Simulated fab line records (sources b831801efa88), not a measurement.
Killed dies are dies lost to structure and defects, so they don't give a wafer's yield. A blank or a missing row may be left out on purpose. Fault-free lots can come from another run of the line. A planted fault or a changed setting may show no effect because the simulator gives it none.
Which tool was responsible? + flow sky130 + 12 lots with 36 wafers sampled at 2 steps, on a route of 708 steps

## WHAT THE GAUGES READ, wafer by wafer
SKY_VIA1_RS_MEAS_22: measures by four-point-probe.
| lot  | measured     | on            | VIA1_W_RS (ohm/sq) |
|------|--------------|---------------|--------------------|
| L075 | day 34 11:36 | film-metro-04 | 0.426 0.429 0.430  |
| L077 | day 35 02:23 | film-metro-02 | 0.430 0.428 0.428  |
| L079 | day 36 08:17 | film-metro-02 | 0.422 0.429 0.432  |
| L081 | day 36 10:58 | film-metro-04 | 0.432 0.429 0.427  |
| L083 | day 37 00:24 | film-metro-01 | 0.434 0.433 0.437  |
| L086 | day 37 21:51 | film-metro-02 | 0.437 0.431 0.436  |
| L087 | day 38 09:25 | film-metro-04 | 0.435 0.436 0.431  |
| L089 | day 39 05:18 | film-metro-04 | 0.431 0.437 0.429  |
| L091 | day 39 16:46 | film-metro-04 | 0.427 0.424 0.432  |
| L093 | day 39 23:16 | film-metro-02 | 0.425 0.430 0.424  |
| L095 | day 40 13:56 | film-metro-04 | 0.428 0.430 0.428  |
| L096 | day 42 16:58 | film-metro-02 | 0.430 0.432 0.430  |

## WHAT TOOL EACH LOT RAN ON (gives the tool, then ch and the chambers of the sampled wafers, and finally the start)
| lot  | SKY_VIA1_ETCH_15                   |
|------|------------------------------------|
| L075 | rie-diel-04 ch 0,1,3, day 34 10:41 |
| L077 | rie-diel-04 ch 1,2, day 35 01:31   |
| L079 | rie-diel-02 ch 2,3, day 36 07:26   |
| L081 | rie-diel-04 ch 0,1, day 36 10:05   |
| L083 | rie-diel-02 ch 0,3, day 36 23:36   |
| L086 | rie-diel-02 ch 0,2, day 37 21:02   |
| L087 | rie-diel-04 ch 0,2, day 38 08:37   |
| L089 | rie-diel-02 ch 2,3, day 39 04:29   |
| L091 | rie-diel-01 ch 0,3, day 39 15:58   |
| L093 | rie-diel-04 ch 2,3, day 39 22:23   |
| L095 | rie-diel-02 ch 2,3, day 40 13:08   |
| L096 | rie-diel-02 ch 0,1,2, day 42 16:11 |
- SKY_VIA1_ETCH_15: etches SiO2 in C4F8/O2/Ar, stops on TiN, target depth 351 nm, time 54 s.

## THE ANSWER, worked out from the rows above alone
Rule: what is usual is taken from the lots themselves. Put in order of their means at a reading, lots are off if they are a third of the lots or fewer, leave a main group of 4 or more, and stand apart from it by a gap of 3 or more times the standard deviation of the main group's means; of several such gaps the widest counts. A main group is skipped when, at the precision printed for the reading in the tables above, its means are all equal. Also off: a lot with no number at a reading for which 4 or more lots have one. All remaining lots with rows at the step are treated as sound.
Nothing can be told from this: no lot is off at any reading shown.

## WHAT HAD BEEN PUT IN BY THE SIMULATOR
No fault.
